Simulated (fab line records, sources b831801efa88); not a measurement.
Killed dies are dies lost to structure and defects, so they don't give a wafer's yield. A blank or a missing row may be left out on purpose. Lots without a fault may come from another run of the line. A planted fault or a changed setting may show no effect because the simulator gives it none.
A struck lot beside a sound one | flow gf180mcu | 15 steps out of a route of 602
Sound: wafers L311.1, L311.2, L311.5. Struck: wafers L315.1, L315.3, L315.5. The cause comes at the end.
At each step with rows: each side's tool, then ch and its chambers, then its first start. Under that, the readings that differ: sound wafers | struck wafers | difference of the means | sigmas: that difference in standard deviations of wafers without a fault.
alike: readings whose means differ by less than 2 such deviations, and words and numbers that are the same on both sides. not compared: withheld readings, readings that some wafer has no value for, bounds like >300 that may hide the same value, and numbers for which the record gives no deviation and whose values overlap.
The two part at a step that has a row with sigmas, a row that says differs or no value, or rows on one side only. Numbers that don't overlap but have no deviation are shown without sigmas and don't part them. A reading that every wafer of one side lacks parts them only if that side has two wafers or more.

GF_DUAL_GATE_STRIP_13: strips in O2/N2.
  sound on plasma_asher-01 ch 0,1, day 11 04:35; struck on plasma_asher-01 ch 0,1, day 12 07:55
  alike: drypump_motor_current_A, heater_power_w, oes_product_au, platen_temp_c, strip_time_to_endpoint_s
  not compared: rf_hours_counter_h
then, 3 steps without rows for these wafers: GF_DUAL_GATE_CLEAN_14 (cleans in SC1/SC2, time 150 s); GF_DUAL_GATE_OXIDATION_15 (stabilise 600 s, purge 300 s, target thk 7.098 nm); GF_POLY_GATE_CVD_00 (deposits poly-Si, target thk 200 nm, time 1200 s).
GF_POLY_GATE_THK_MEAS_01:
  sound on film_metro-02, day 11 08:10; struck on film_metro-03, day 12 10:56
  alike: POLY_GATE_CVD_00_THK
then, 7 steps without rows for these wafers: GF_POLY_GATE_DEHYDRATE_02 (time 60 s); GF_POLY_GATE_HMDS_03 (prime time 60 s); GF_POLY_GATE_COAT_04; GF_POLY_GATE_COAT_05 (resist thk 700 nm); GF_POLY_GATE_SOFTBAKE_06 (time 60 s); GF_POLY_GATE_EXPOSE_07 (exposes mask Poly2, target cd 280 nm); GF_POLY_GATE_PEB_08 (peb time 90 s).
GF_POLY_GATE_DEVELOP_09: develop time 60 s.
  sound on litho_track-03 ch 0, day 12 02:38; struck on litho_track-01 ch 0, day 13 06:37
  reading              | sound             | struck            | difference | sigmas
  developer_temp_C (C) | 21.02 21.30 21.01 | 21.53 21.53 21.65 | +0.46      | +4
  alike: chill_plate_temp_C
GF_POLY_GATE_CD_MEAS_10: target cd 280 nm.
  sound on cd_sem-02, day 12 02:47; struck on cd_sem-02, day 13 06:46
  alike: cd_nm
-- the record jumps here: 20 days lie between the struck wafers' starts before and after (it left off in module POLY_GATE and takes up again in module PASSIVATION, whose first step shown is number 602 of the route) --
GF_PASSIVATION_PROBE_99:
  the record has rows for the struck wafers here (prober-02, day 32 23:22) and none for the sound ones

WHERE THEY PART
First at GF_POLY_GATE_DEVELOP_09; last, within this record, at GF_PASSIVATION_PROBE_99.

WHY: what the simulator had put in
Process parameter drift: litho_track-01, from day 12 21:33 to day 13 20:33, at GF_POLY_GATE_DEVELOP_09. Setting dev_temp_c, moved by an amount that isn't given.
